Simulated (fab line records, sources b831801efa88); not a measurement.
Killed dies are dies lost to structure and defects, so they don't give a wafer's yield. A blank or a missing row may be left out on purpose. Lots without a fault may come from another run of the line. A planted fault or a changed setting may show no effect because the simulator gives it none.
fab line records | flow gf180mcu
record lots=5 wafers=15 last_day=33
route steps=602 shown V1@339 M2@362
lots that met no fault: from a run of the same line without faults
start_h: hours from the record's first day to the start of the lot's first wafer shown | wait_h: hours since the lot's step before | " the same as in the row above | L1.1+2: a row that stands for several wafers | - no value, or no start given | * or withheld: withheld | < > ~ a bound
route shown NAME@n: a module of which the file shows steps, and the number in the route of the first | usual: mean/standard deviation of fault-free wafers | same: alike in all rows | chamber/n: place in a boat | sites: the reading at each site | _std_site: their standard deviation | _edge_site: outer sites' mean less inner sites' | radius_mm: how far each site lies from the wafer's centre | mask NAME#n: copy n | behind: the tool/chamber that last shaped the wafer | hold: why the lot was held/for how many hours/how that ended | device: the transistor (n, p or np) that didn't switch | end of line: the same wafers' tests at the end of the route | a step without rows: its recipe alone | killed: dies lost to structure and defects at the first sort, not the wafer's yield | map: a wafer's dies, x killed, . not, _ none there
set.NAME: the setting as run; set.NAME@STEP: as run at that earlier step | model.NAME: the simulator's own value behind a step, which no gauge read
lots at some steps of the route; a table a step, a row a wafer
services: from which hour (start_h, from the record's first day; less than 0 if before it) a tool's chamber was out of use, for how many hours, and why
## steps
# step GF_V1_CMP_04
# recipe material=SiO2 down_force_psi=4 platen_rpm=60 pad_velocity_m_s=0.94248
# usual motor_current_A=12.1/1.1 time_to_endpoint_s=82/5.5
# columns lot.wafer tool chamber start_h wait_h motor_current_A time_to_endpoint_s
L080.1 cmp-01 0 449.63 0.1 13.2 81
L080.2 " 1 " " 10.1 80
L080.5 " 0 " " 12.3 79
L081.2 cmp-01 3 475.21 0.0 13.3 81
L081.4 " 1 " " 10.5 89
L081.6 " 0 " " 12.6 87
L084.1 cmp-01 1 496.22 0.1 9.8 88
L084.3 " 3 " " 12.6 85
L084.2 " 0 " " 12.2 81
L088.2 cmp-01 0 527.31 0.1 12.5 71
L088.6 " 3 " " 13.2 79
L088.5 " 0 " " 12.9 76
L090.3 cmp-01 1 540.27 0.1 10.2 82
L090.4 " 2 " " 12.8 87
L090.1 " 3 " " 13.1 77
# step GF_V1_BOW_MEAS_05
# recipe mode=bow
# usual V1_BOW=84/6.7
# columns lot.wafer tool chamber start_h wait_h V1_BOW[um]
L080.1 film_metro-03 - 449.88 0.2 87
L080.2 " - " " 85
L080.5 " - " " 81
L081.2 film_metro-01 - 475.53 0.3 79
L081.4 " - " " 81
L081.6 " - " " 75
L084.1 film_metro-03 - 496.52 0.2 78
L084.2 " - " " 103
L084.3 " - " " 94
L088.2 film_metro-01 - 527.58 0.2 93
L088.5 " - " " 81
L088.6 " - " " 92
L090.1 film_metro-04 - 540.52 0.1 92
L090.3 " - " " 90
L090.4 " - " " 74
# step GF_V1_DEHYDRATE_06
# recipe temp_c=200 time_s=60
# usual resist_line_temp_C=23.02/0.11
# columns lot.wafer tool chamber start_h wait_h resist_line_temp_C
L080.1 litho_track-02 0 461.83 11.9 23.08
L080.2 " 0 " " 23.13
L080.5 " 0 " " 22.91
L081.2 litho_track-03 0 486.76 11.2 22.99
L081.4 " 0 " " 23.08
L081.6 " 0 " " 22.97
L084.1 litho_track-03 0 507.54 11.0 23.10
L084.2 " 0 " " 22.89
L084.3 " 0 " " 22.97
L088.2 litho_track-03 0 538.31 10.7 23.02
L088.5 " 0 " " 22.79
L088.6 " 0 " " 23.00
L090.1 litho_track-04 0 551.44 10.9 23.07
L090.3 " 0 " " 23.10
L090.4 " 0 " " 23.13
# step GF_V1_HMDS_07
# recipe prime_time_s=60 prime_temp_c=120
# usual resist_line_temp_C=22.99/0.1
# columns lot.wafer tool chamber start_h wait_h resist_line_temp_C
L080.1 litho_track-02 0 461.98 0.1 22.96
L080.2 " 0 " " 23.00
L080.5 " 0 " " 23.07
L081.2 litho_track-03 0 486.91 0.1 22.95
L081.4 " 0 " " 23.04
L081.6 " 0 " " 22.96
L084.1 litho_track-03 0 507.69 0.1 22.84
L084.2 " 0 " " 23.00
L084.3 " 0 " " 22.91
L088.2 litho_track-03 0 538.46 0.1 22.99
L088.5 " 0 " " 22.87
L088.6 " 0 " " 23.04
L090.1 litho_track-04 0 551.59 0.1 22.93
L090.3 " 0 " " 22.93
L090.4 " 0 " " 23.01
# step GF_V1_COAT_08
# recipe resist=BARC temp_c=withheld time_s=withheld spin_rpm=withheld resist_thk_nm=withheld
# usual resist_line_temp_C=*
# columns lot.wafer tool chamber start_h wait_h resist_line_temp_C
L080.1 litho_track-02 0 462.13 0.1 *
L080.2 " 0 " " *
L080.5 " 0 " " *
L081.2 litho_track-03 0 487.06 0.1 *
L081.4 " 0 " " *
L081.6 " 0 " " *
L084.1 litho_track-03 0 507.84 0.1 *
L084.2 " 0 " " *
L084.3 " 0 " " *
L088.2 litho_track-03 0 538.61 0.1 *
L088.5 " 0 " " *
L088.6 " 0 " " *
L090.1 litho_track-04 0 551.74 0.1 *
L090.3 " 0 " " *
L090.4 " 0 " " *
# step GF_V1_COAT_09
# recipe resist=KrF spin_rpm=withheld resist_thk_nm=1000
# usual resist_line_temp_C=23.02/0.11
# columns lot.wafer tool chamber start_h wait_h resist_line_temp_C
L080.1 litho_track-02 0 - - 23.02
L080.2 " 0 " " 23.02
L080.5 " 0 " " 23.03
L081.2 litho_track-03 0 - - 23.08
L081.4 " 0 " " 23.05
L081.6 " 0 " " 23.00
L084.1 litho_track-03 0 - - 22.94
L084.2 " 0 " " 22.84
L084.3 " 0 " " 22.89
L088.2 litho_track-03 0 - - 23.03
L088.5 " 0 " " 22.98
L088.6 " 0 " " 23.02
L090.1 litho_track-04 0 - - 23.11
L090.3 " 0 " " 23.09
L090.4 " 0 " " 23.11
# step GF_V1_SOFTBAKE_10
# recipe temp_c=130 time_s=60 resist=KrF
# usual resist_line_temp_C=23.00/0.12
# columns lot.wafer tool chamber start_h wait_h resist_line_temp_C
L080.1 litho_track-02 0 - - 23.09
L080.2 " 0 " " 22.93
L080.5 " 0 " " 22.91
L081.2 litho_track-03 0 - - 23.00
L081.4 " 0 " " 22.99
L081.6 " 0 " " 23.24
L084.1 litho_track-03 0 - - 23.14
L084.2 " 0 " " 23.07
L084.3 " 0 " " 23.18
L088.2 litho_track-03 0 - - 23.20
L088.5 " 0 " " 22.97
L088.6 " 0 " " 23.20
L090.1 litho_track-04 0 - - 22.98
L090.3 " 0 " " 23.03
L090.4 " 0 " " 23.15
# step GF_V1_EXPOSE_11
# recipe mask_id=Via1 target_cd_nm=260 na=0.68 source_shape=conventional sigma_outer=0.6 dose_mj=38
# columns lot.wafer tool chamber start_h wait_h mask
L080.1+2+5 krf_scanner-02 0 - - Via1#0
L081.2+4+6 krf_scanner-02 0 - - Via1#0
L084.1+2+3 krf_scanner-01 0 - - Via1#0
L088.2+5+6 krf_scanner-01 0 - - Via1#0
L090.1+3+4 krf_scanner-01 0 - - Via1#0
# step GF_V1_PEB_12
# recipe peb_temp_c=135 peb_time_s=90 resist=KrF
# usual resist_line_temp_C=23.01/0.1
# columns lot.wafer tool chamber start_h wait_h resist_line_temp_C
L080.1 litho_track-03 0 - - 23.31
L080.2 " 0 " " 23.18
L080.5 " 0 " " 23.16
L081.2 litho_track-03 0 - - 22.89
L081.4 " 0 " " 22.97
L081.6 " 0 " " 22.96
L084.1 litho_track-03 0 - - 23.01
L084.2 " 0 " " 22.89
L084.3 " 0 " " 23.05
L088.2 litho_track-04 0 - - 23.19
L088.5 " 0 " " 23.11
L088.6 " 0 " " 23.05
L090.1 litho_track-03 0 - - 23.13
L090.3 " 0 " " 23.05
L090.4 " 0 " " 23.01
# step GF_V1_DEVELOP_13
# recipe develop_time_s=60 resist=KrF dev_temp_c=21
# usual developer_temp_C=21.00/0.097 resist_line_temp_C=23.00/0.12
# same develop_time_s=60
# columns lot.wafer tool chamber start_h wait_h developer_temp_C resist_line_temp_C
L080.1 litho_track-03 0 474.89 0.2 21.09 23.03
L080.2 " 0 " " 21.02 22.89
L080.5 " 0 " " 20.97 23.00
L081.2 litho_track-03 0 499.26 0.2 21.06 22.80
L081.4 " 0 " " 20.97 22.96
L081.6 " 0 " " 21.07 22.91
L084.1 litho_track-03 0 520.29 0.2 21.02 22.74
L084.2 " 0 " " 20.90 22.91
L084.3 " 0 " " 20.99 22.70
L088.2 litho_track-04 0 549.62 0.2 21.16 22.85
L088.5 " 0 " " 20.98 22.99
L088.6 " 0 " " 21.01 22.89
L090.1 litho_track-03 0 563.34 0.2 21.00 23.10
L090.3 " 0 " " 20.93 23.12
L090.4 " 0 " " 20.93 23.10
# step GF_V1_CD_MEAS_14
# recipe target_cd_nm=260
# usual cd_nm=260.0/1
# columns lot.wafer tool chamber start_h wait_h cd_nm
L080.1 cd_sem-01 - 475.04 0.1 261.1
L080.2 " - " " 261.2
L080.5 " - " " 260.7
L081.2 cd_sem-01 - 499.41 0.1 259.2
L081.4 " - " " 258.0
L081.6 " - " " 258.6
L084.1 cd_sem-02 - 520.44 0.1 259.6
L084.2 " - " " 259.4
L084.3 " - " " 260.0
L088.2 cd_sem-01 - 549.76 0.1 258.4
L088.5 " - " " 260.6
L088.6 " - " " 259.3
L090.1 cd_sem-01 - 563.49 0.1 260.8
L090.3 " - " " 260.4
L090.4 " - " " 259.8
# step GF_V1_OVL_MEAS_15
# usual V1_OVL=-2/4.9
# columns lot.wafer tool chamber start_h wait_h V1_OVL[nm]
L080.1 overlay-01 - 475.16 0.1 -6
L080.2 " - " " 3
L080.5 " - " " -6
L081.2 overlay-01 - 499.52 0.1 3
L081.4 " - " " 9
L081.6 " - " " 7
L084.1 overlay-01 - 520.56 0.1 -5
L084.2 " - " " -5
L084.3 " - " " -4
L088.2 overlay-02 - 549.87 0.1 -1
L088.5 " - " " -2
L088.6 " - " " -1
L090.1 overlay-02 - 563.61 0.1 2
L090.3 " - " " -1
L090.4 " - " " 1
# step GF_V1_ETCH_16
# recipe chemistry=N2/H2 target_depth_a=withheld overetch_a=withheld time_s=withheld target=BARC ion_energy_ev=200 source_w=500 bias_w=100 pressure_mtorr=30 n2_flow_sccm=100 h2_flow_sccm=200
# usual drypump_motor_current_A=5.7/0.54 oes_product_au=0.855/0.0055 throttle_valve_pct=13.225/0.0089
# columns lot.wafer tool chamber start_h wait_h drypump_motor_current_A oes_product_au throttle_valve_pct
L080.1 rie_diel-04 1 475.20 0.0 4.8 0.854 13.227
L080.2 " 0 " " 6.1 0.842 13.236
L080.5 " 3 " " 5.4 0.847 13.231
L081.2 rie_diel-04 3 499.55 0.0 5.4 0.853 13.234
L081.4 " 1 " " 4.8 0.847 13.222
L081.6 " 3 " " 5.4 0.853 13.228
L084.1 rie_diel-04 3 520.59 0.0 5.4 0.870 13.223
L084.2 " 1 " " 4.8 0.867 13.224
L084.3 " 0 " " 6.1 0.847 13.205
L088.2 rie_diel-04 2 549.90 0.0 6.1 0.858 13.224
L088.5 " 3 " " 5.4 0.850 13.233
L088.6 " 0 " " 6.1 0.858 13.218
L090.1 rie_diel-03 0 563.64 0.0 6.2 0.850 13.212
L090.3 " 3 " " 6.4 0.855 13.220
L090.4 " 2 " " 5.8 0.858 13.218
# step GF_V1_ETCH_17
# recipe chemistry=C4F8/O2/Ar mask_material=KrF target=SiO2 stop_on=TiN source_w=1500 bias_w=1200 pressure_mtorr=40 c4f8_flow_sccm=withheld O2_flow_sccm=6 Ar_flow_sccm=300 time_s=withheld target_depth_a=6300
# usual oes_product_au=0.856/0.0045
# columns lot.wafer tool chamber start_h wait_h oes_product_au
L080.1 rie_diel-04 1 - - 0.860
L080.2 " 0 " " 0.859
L080.5 " 3 " " 0.855
L081.2 rie_diel-04 3 - - 0.852
L081.4 " 1 " " 0.851
L081.6 " 3 " " 0.859
L084.1 rie_diel-04 3 - - 0.858
L084.2 " 1 " " 0.852
L084.3 " 0 " " 0.854
L088.2 rie_diel-04 2 - - 0.853
L088.5 " 3 " " 0.853
L088.6 " 0 " " 0.857
L090.1 rie_diel-03 0 - - 0.851
L090.3 " 3 " " 0.845
L090.4 " 2 " " 0.857
# step GF_V1_STRIP_18
# recipe chemistry=O2/N2 power_w=1400 pressure_mtorr=1500 platen_temp_c=250 o2_flow_sccm=3000 n2_flow_sccm=300 overash_fraction=0.5
# usual drypump_motor_current_A=5.9/0.35 heater_power_w=335/41 oes_product_au=0.593/0.005
# columns lot.wafer tool chamber start_h wait_h drypump_motor_current_A heater_power_w oes_product_au rf_hours_counter_h
L080.1 plasma_asher-04 0 475.32 - 5.3 313 0.592 5
L080.2 " 1 " " 5.8 272 0.586 5
L080.5 " 0 " " 5.3 316 0.590 -
L081.2 plasma_asher-02 1 499.67 - 6.2 379 0.595 37
L081.4 " 1 " " 6.1 392 0.597 -
L081.6 " 0 " " 6.1 327 0.604 -
L084.1 plasma_asher-04 1 520.72 - 5.8 270 0.597 10
L084.2 " 0 " " 5.3 314 0.605 10
L084.3 " 1 " " 5.8 262 0.600 -
L088.2 plasma_asher-04 0 550.03 - 5.3 314 0.603 13
L088.5 " 1 " " 5.8 263 0.594 -
L088.6 " 0 " " 5.3 319 0.595 -
L090.1 plasma_asher-04 0 563.77 - 5.3 312 0.581 14
L090.3 " 0 " " 5.3 310 0.593 -
L090.4 " 1 " " 5.8 272 0.590 -
# step GF_V1_STRIP_19
# recipe chemistry=post_etch_residue_remover time_s=1200 temp_c=72.5
# columns lot.wafer tool chamber start_h wait_h
L080.1+2+5 wet_bench-02 3 475.42 0.1
L081.2+4+6 wet_bench-03 2 499.77 0.1
L084.1+2+3 wet_bench-03 1 520.82 0.1
L088.2+5+6 wet_bench-03 0 550.13 0.1
L090.1+3+4 wet_bench-02 3 563.87 0.1
# step GF_V1_CLEAN_20
# recipe chemistry=DIW dry=n2_spin
# columns lot.wafer tool chamber start_h wait_h
L080.1+2+5 wet_bench-03 2 475.80 0.0
L081.2+4+6 wet_bench-02 0 500.15 0.0
L084.1+2+3 wet_bench-02 3 521.17 0.0
L088.2+5+6 wet_bench-02 1 550.47 0.0
L090.1+3+4 wet_bench-04 1 564.21 0.0
# step GF_V1_SPUTTER_21
# recipe material=Ti target_thk_nm=15 chamber_pressure_pa=5 power_w=2500 substrate_temp_c=200 time_s=80.02
# usual throttle_valve_pct=29.8/0.76
# columns lot.wafer tool chamber start_h wait_h throttle_valve_pct
L080.1 pvd_sputter-03 - 475.89 0.0 28.7
L080.2 " - " " 31.1
L080.5 " - " " 30.4
L081.2 pvd_sputter-03 - 500.24 0.0 30.9
L081.4 " - " " 28.8
L081.6 " - " " 28.6
L084.1 pvd_sputter-01 - 521.26 0.0 29.4
L084.2 " - " " 29.0
L084.3 " - " " 30.7
L088.2 pvd_sputter-03 - 550.57 0.0 28.4
L088.5 " - " " 28.4
L088.6 " - " " 30.7
L090.1 pvd_sputter-03 - 564.31 0.0 30.6
L090.3 " - " " 30.2
L090.4 " - " " 31.2
# step GF_V1_SPUTTER_22
# recipe material=TiN target_thk_nm=10 chamber_pressure_pa=5 power_w=4000 time_s=40
# usual throttle_valve_pct=29.8/0.75
# columns lot.wafer tool chamber start_h wait_h throttle_valve_pct
L080.1 pvd_sputter-03 - 475.95 0.0 28.8
L080.2 " - " " 31.0
L080.5 " - " " 30.3
L081.2 pvd_sputter-03 - 500.30 0.0 31.4
L081.4 " - " " 28.7
L081.6 " - " " 28.4
L084.1 pvd_sputter-01 - 521.32 0.0 28.9
L084.2 " - " " 28.8
L084.3 " - " " 30.6
L088.2 pvd_sputter-03 - 550.64 0.0 28.6
L088.5 " - " " 28.6
L088.6 " - " " 30.4
L090.1 pvd_sputter-03 - 564.37 0.0 30.2
L090.3 " - " " 30.3
L090.4 " - " " 31.2
# step GF_V1_CVD_23
# recipe material=W target_thk_nm=350 time_s=105.05 temp_c=400 pressure_torr=40
# usual heater_power_w=836/71
# columns lot.wafer tool chamber start_h wait_h heater_power_w
L080.1 cvd_w-01 1 475.99 0.0 730
L080.2 " 0 " " 946
L080.5 " 1 " " 758
L081.2 cvd_w-02 1 500.34 0.0 839
L081.4 " 1 " " 818
L081.6 " 1 " " 864
L084.1 cvd_w-01 0 521.36 0.0 921
L084.2 " 1 " " 735
L084.3 " 0 " " 914
L088.2 cvd_w-01 1 550.68 0.0 742
L088.5 " 1 " " 756
L088.6 " 0 " " 931
L090.1 cvd_w-01 1 564.41 0.0 745
L090.3 " 1 " " 746
L090.4 " 0 " " 908
# step GF_V1_RS_MEAS_24
# recipe thk_meas_gauge=four-point-probe reads=W_of_V1_CVD_23+TiN_of_V1_SPUTTER_22+Ti_of_V1_SPUTTER_21
# usual V1_W_RS=0.328/0.0036
# columns lot.wafer tool chamber start_h wait_h V1_W_RS[ohm/sq]
L080.1 film_metro-01 - 476.10 0.1 0.326
L080.2 " - " " 0.329
L080.5 " - " " 0.329
L081.2 film_metro-01 - 500.47 0.1 0.326
L081.4 " - " " 0.323
L081.6 " - " " 0.326
L084.1 film_metro-03 - 521.47 0.1 0.329
L084.2 " - " " 0.329
L084.3 " - " " 0.332
L088.2 film_metro-01 - 550.82 0.1 0.329
L088.5 " - " " 0.324
L088.6 " - " " 0.329
L090.1 film_metro-04 - 564.52 0.1 0.330
L090.3 " - " " 0.325
L090.4 " - " " 0.329
# step GF_V1_THK_MEAS_25
# recipe thk_meas_gauge=xrf reads=W_of_V1_CVD_23
# usual V1_W_THK=344/4.8
# columns lot.wafer tool chamber start_h wait_h V1_W_THK[nm]
L080.1 film_metro-01 - 476.22 0.1 343
L080.2 " - " " 340
L080.5 " - " " 339
L081.2 film_metro-01 - 500.58 0.1 347
L081.4 " - " " 345
L081.6 " - " " 345
L084.1 film_metro-03 - 521.59 0.1 342
L084.2 " - " " 339
L084.3 " - " " 336
L088.2 film_metro-01 - 550.93 0.1 343
L088.5 " - " " 350
L088.6 " - " " 341
L090.1 film_metro-04 - 564.64 0.1 346
L090.3 " - " " 351
L090.4 " - " " 345
# step GF_V1_CMP_26
# recipe stop_on=SiO2 down_force_psi=3.5 platen_rpm=60 t_overpolish_s=15 target_thk_nm=0 pad_velocity_m_s=0.94248
# usual motor_current_A=11.0/0.96 overpolish_run_s=15.000/0.0086 time_to_endpoint_s=84/3.1
# columns lot.wafer tool chamber start_h wait_h motor_current_A overpolish_run_s time_to_endpoint_s
L080.1 cmp-01 3 476.28 0.1 12.2 14.996 83
L080.2 " 1 " " 9.4 15.004 87
L080.5 " 3 " " 11.9 14.999 87
L081.2 cmp-01 1 500.63 0.0 9.4 14.998 88
L081.4 " 3 " " 11.6 14.991 85
L081.6 " 1 " " 9.4 15.014 85
L084.3 cmp-01 0 521.65 0.0 10.6 14.994 82
L084.2 " 1 " " 10.2 15.001 84
L084.1 " 3 " " 11.6 15.001 84
L088.2 cmp-01 2 551.13 0.2 10.9 14.992 83
L088.6 " 3 " " 12.0 15.006 87
L088.5 " 0 " " 11.7 14.991 86
L090.3 cmp-01 2 564.70 0.0 11.0 15.016 85
L090.4 " 0 " " 10.8 14.992 83
L090.1 " 1 " " 9.6 14.994 84
# step GF_M2_SPUTTER_00
# recipe material=Ti target_thk_nm=37.5 arriving_ion_energy_ev=80 substrate_temp_c=200 chamber_pressure_pa=2 power_w=4000 time_s=150
# usual throttle_valve_pct=29.6/0.53
# columns lot.wafer tool chamber start_h wait_h throttle_valve_pct
L080.1 pvd_sputter-04 - 476.58 0.2 29.5
L080.2 " - " " 28.9
L080.5 " - " " 29.0
L081.2 pvd_sputter-04 - 500.93 0.2 29.3
L081.4 " - " " 29.3
L081.6 " - " " 29.3
L084.1 pvd_sputter-04 - 521.95 0.1 29.1
L084.2 " - " " 29.7
L084.3 " - " " 29.3
L088.2 pvd_sputter-04 - 551.28 0.1 29.9
L088.5 " - " " 29.0
L088.6 " - " " 29.3
L090.1 pvd_sputter-04 - 565.00 0.1 29.3
L090.3 " - " " 29.6
L090.4 " - " " 29.4
# step GF_M2_SPUTTER_01
# recipe material=TiN target_thk_nm=30 power_w=6500 time_s=25 chamber_pressure_pa=0.4
# usual throttle_valve_pct=29.6/0.53
# columns lot.wafer tool chamber start_h wait_h throttle_valve_pct
L080.1 pvd_sputter-04 - 476.68 0.1 29.6
L080.2 " - " " 29.2
L080.5 " - " " 29.3
L081.2 pvd_sputter-04 - 501.03 0.1 29.7
L081.4 " - " " 29.6
L081.6 " - " " 29.4
L084.1 pvd_sputter-04 - 522.06 0.1 29.2
L084.2 " - " " 29.6
L084.3 " - " " 29.1
L088.2 pvd_sputter-04 - 551.38 0.1 29.6
L088.5 " - " " 28.7
L088.6 " - " " 29.8
L090.1 pvd_sputter-04 - 565.10 0.1 29.1
L090.3 " - " " 29.7
L090.4 " - " " 29.6
# step GF_M2_SPUTTER_02
# recipe material=AlCu target_thk_nm=450 power_w=10600 time_s=23.9 chamber_pressure_pa=0.4
# usual throttle_valve_pct=29.6/0.55
# columns lot.wafer tool chamber start_h wait_h throttle_valve_pct
L080.1 pvd_sputter-04 - 476.71 0.0 29.4
L080.2 " - " " 28.8
L080.5 " - " " 28.8
L081.2 pvd_sputter-04 - 501.06 0.0 29.5
L081.4 " - " " 29.4
L081.6 " - " " 29.1
L084.1 pvd_sputter-04 - 522.10 0.0 29.4
L084.2 " - " " 29.9
L084.3 " - " " 29.7
L088.2 pvd_sputter-04 - 551.41 0.0 29.6
L088.5 " - " " 29.1
L088.6 " - " " 29.9
L090.1 pvd_sputter-04 - 565.13 0.0 28.9
L090.3 " - " " 29.8
L090.4 " - " " 29.7
# step GF_M2_SPUTTER_03
# recipe material=Ti target_thk_nm=10 substrate_temp_c=300 chamber_pressure_pa=0.3 power_w=3000 time_s=6.7
# usual throttle_valve_pct=29.6/0.53
# columns lot.wafer tool chamber start_h wait_h throttle_valve_pct
L080.1 pvd_sputter-04 - 476.74 0.0 29.4
L080.2 " - " " 29.3
L080.5 " - " " 29.0
L081.2 pvd_sputter-04 - 501.09 0.0 29.4
L081.4 " - " " 29.4
L081.6 " - " " 29.4
L084.1 pvd_sputter-04 - 522.13 0.0 28.9
L084.2 " - " " 29.6
L084.3 " - " " 29.3
L088.2 pvd_sputter-04 - 551.44 0.0 29.5
L088.5 " - " " 29.0
L088.6 " - " " 29.4
L090.1 pvd_sputter-04 - 565.16 0.0 28.8
L090.3 " - " " 29.6
L090.4 " - " " 29.5
# step GF_M2_SPUTTER_04
# recipe material=TiN target_thk_nm=50 power_w=6500 time_s=41.7 chamber_pressure_pa=0.4
# usual throttle_valve_pct=29.6/0.52
# columns lot.wafer tool chamber start_h wait_h throttle_valve_pct
L080.1 pvd_sputter-04 - 476.76 0.0 29.5
L080.2 " - " " 29.1
L080.5 " - " " 29.1
L081.2 pvd_sputter-04 - 501.11 0.0 29.5
L081.4 " - " " 29.5
L081.6 " - " " 29.2
L084.1 pvd_sputter-04 - 522.15 0.0 28.9
L084.2 " - " " 29.6
L084.3 " - " " 29.6
L088.2 pvd_sputter-04 - 551.46 0.0 29.6
L088.5 " - " " 28.9
L088.6 " - " " 29.7
L090.1 pvd_sputter-04 - 565.18 0.0 28.9
L090.3 " - " " 29.8
L090.4 " - " " 29.5
# step GF_M2_RS_MEAS_05
# recipe thk_meas_gauge=four-point-probe reads=TiN_of_M2_SPUTTER_04+Ti_of_M2_SPUTTER_03+AlCu_of_M2_SPUTTER_02+TiN_of_M2_SPUTTER_01+Ti_of_M2_SPUTTER_00
# usual M2_ALCU_RS=0.0695/0.0008
# columns lot.wafer tool chamber start_h wait_h M2_ALCU_RS[ohm/sq]
L080.1 film_metro-01 - 476.80 0.0 0.0690
L080.2 " - " " 0.0684
L080.5 " - " " 0.0687
L081.2 film_metro-01 - 501.17 0.0 0.0690
L081.4 " - " " 0.0693
L081.6 " - " " 0.0694
L084.1 film_metro-01 - 522.20 0.0 0.0689
L084.2 " - " " 0.0689
L084.3 " - " " 0.0690
L088.2 film_metro-01 - 551.52 0.0 0.0694
L088.5 " - " " 0.0692
L088.6 " - " " 0.0698
L090.1 film_metro-03 - 565.22 0.0 0.0692
L090.3 " - " " 0.0698
L090.4 " - " " 0.0694
# step GF_M2_THK_MEAS_06
# recipe thk_meas_gauge=xrf reads=AlCu_of_M2_SPUTTER_02
# usual M2_ALCU_THK=462/5.7
# columns lot.wafer tool chamber start_h wait_h M2_ALCU_THK[nm]
L080.1 film_metro-01 - 476.92 0.1 467
L080.2 " - " " 468
L080.5 " - " " 466
L081.2 film_metro-01 - 501.28 0.1 462
L081.4 " - " " 459
L081.6 " - " " 462
L084.1 film_metro-01 - 522.32 0.1 461
L084.2 " - " " 462
L084.3 " - " " 462
L088.2 film_metro-01 - 551.63 0.1 462
L088.5 " - " " 460
L088.6 " - " " 461
L090.1 film_metro-03 - 565.34 0.1 466
L090.3 " - " " 462
L090.4 " - " " 465
# step GF_M2_DEHYDRATE_07
# recipe temp_c=200 time_s=60
# usual resist_line_temp_C=23.01/0.11
# columns lot.wafer tool chamber start_h wait_h resist_line_temp_C
L080.1 litho_track-03 0 488.14 11.2 22.90
L080.2 " 0 " " 23.06
L080.5 " 0 " " 23.05
L081.2 litho_track-03 0 512.06 10.8 22.82
L081.4 " 0 " " 23.00
L081.6 " 0 " " 23.03
L084.1 litho_track-03 0 533.04 10.7 22.99
L084.2 " 0 " " 23.02
L084.3 " 0 " " 23.11
L088.2 litho_track-02 0 562.50 10.9 22.95
L088.5 " 0 " " 23.18
L088.6 " 0 " " 23.02
L090.1 litho_track-03 0 575.74 10.4 22.67
L090.3 " 0 " " 22.83
L090.4 " 0 " " 22.74
# step GF_M2_HMDS_08
# recipe prime_time_s=60 prime_temp_c=120
# usual resist_line_temp_C=23.02/0.11
# columns lot.wafer tool chamber start_h wait_h resist_line_temp_C
L080.1 litho_track-03 0 488.29 0.1 23.00
L080.2 " 0 " " 22.90
L080.5 " 0 " " 22.92
L081.2 litho_track-03 0 512.21 0.1 22.88
L081.4 " 0 " " 22.96
L081.6 " 0 " " 22.85
L084.1 litho_track-03 0 533.19 0.1 23.10
L084.2 " 0 " " 23.16
L084.3 " 0 " " 23.00
L088.2 litho_track-02 0 562.65 0.1 23.04
L088.5 " 0 " " 22.98
L088.6 " 0 " " 22.83
L090.1 litho_track-03 0 575.89 0.1 22.93
L090.3 " 0 " " 22.84
L090.4 " 0 " " 23.02
# step GF_M2_COAT_09
# recipe resist=KrF spin_rpm=withheld resist_thk_nm=1000
# usual resist_line_temp_C=23.00/0.094
# columns lot.wafer tool chamber start_h wait_h resist_line_temp_C
L080.1 litho_track-03 0 488.44 0.1 23.07
L080.2 " 0 " " 22.96
L080.5 " 0 " " 22.97
L081.2 litho_track-03 0 512.36 0.1 22.86
L081.4 " 0 " " 23.17
L081.6 " 0 " " 22.97
L084.1 litho_track-03 0 533.34 0.1 23.02
L084.2 " 0 " " 22.89
L084.3 " 0 " " 22.96
L088.2 litho_track-02 0 562.80 0.1 22.93
L088.5 " 0 " " 22.88
L088.6 " 0 " " 22.87
L090.1 litho_track-03 0 576.04 0.1 22.94
L090.3 " 0 " " 23.02
L090.4 " 0 " " 22.95
# step GF_M2_SOFTBAKE_10
# recipe temp_c=130 time_s=60 resist=KrF
# usual resist_line_temp_C=23.00/0.098
# columns lot.wafer tool chamber start_h wait_h resist_line_temp_C
L080.1 litho_track-03 0 488.59 0.1 22.99
L080.2 " 0 " " 23.03
L080.5 " 0 " " 23.09
L081.2 litho_track-03 0 512.51 0.1 22.98
L081.4 " 0 " " 22.93
L081.6 " 0 " " 22.93
L084.1 litho_track-03 0 533.49 0.1 23.00
L084.2 " 0 " " 22.93
L084.3 " 0 " " 23.02
L088.2 litho_track-02 0 562.95 0.1 22.91
L088.5 " 0 " " 22.96
L088.6 " 0 " " 22.90
L090.1 litho_track-03 0 576.19 0.1 23.05
L090.3 " 0 " " 23.00
L090.4 " 0 " " 23.05
# step GF_M2_EXPOSE_11
# recipe mask_id=Metal2 target_cd_nm=280 na=0.68 source_shape=conventional sigma_outer=0.6 dose_mj=28
# columns lot.wafer tool chamber start_h wait_h mask
L080.1+2+5 krf_scanner-02 0 - - Metal2#0
L081.2+4+6 krf_scanner-02 0 - - Metal2#0
L084.1+2+3 krf_scanner-02 0 - - Metal2#0
L088.2+5+6 krf_scanner-02 0 - - Metal2#0
L090.1+3+4 krf_scanner-02 0 - - Metal2#0
# step GF_M2_PEB_12
# recipe peb_temp_c=135 peb_time_s=90 resist=KrF
# usual resist_line_temp_C=22.98/0.1
# columns lot.wafer tool chamber start_h wait_h resist_line_temp_C
L080.1 litho_track-03 0 - - 23.20
L080.2 " 0 " " 23.06
L080.5 " 0 " " 23.16
L081.2 litho_track-02 0 - - 22.86
L081.4 " 0 " " 22.87
L081.6 " 0 " " 23.10
L084.1 litho_track-03 0 - - 23.10
L084.2 " 0 " " 23.03
L084.3 " 0 " " 23.02
L088.2 litho_track-03 0 - - 22.92
L088.5 " 0 " " 22.85
L088.6 " 0 " " 22.82
L090.1 litho_track-03 0 - - 22.91
L090.3 " 0 " " 23.00
L090.4 " 0 " " 22.97
## services
# columns tool chamber start_h hours kind
rie_diel-04 2 428.20 13.4 repair
krf_scanner-02 - 430.61 1.0 pm
cvd_w-01 0 436.60 7.0 repair
krf_scanner-02 - 443.47 0.3 repair
rie_diel-04 2 449.60 15.4 repair
krf_scanner-02 - 450.66 1.3 pm
krf_scanner-02 - 451.96 4.4 pm
rie_diel-04 3 460.54 2.9 repair
rie_diel-03 1 466.76 1.3 repair
krf_scanner-01 - 477.56 0.8 pm
pvd_sputter-04 - 481.41 1.1 repair
rie_diel-03 - 483.92 14.6 pm
pvd_sputter-03 - 490.28 3.2 repair
krf_scanner-01 - 505.42 1.3 pm
cmp-01 - 505.92 3.0 repair
krf_scanner-02 - 513.30 3.3 repair
rie_diel-04 - 522.99 0.6 repair
krf_scanner-02 - 551.68 0.8 pm
wet_bench-03 - 552.97 4.4 pm
wet_bench-02 - 568.30 4.4 pm
krf_scanner-01 - 569.17 1.0 pm
rie_diel-04 - 575.95 5.0 repair
cmp-01 - 580.80 4.0 pm
plasma_asher-04 - 585.54 4.9 repair
## key
fault none
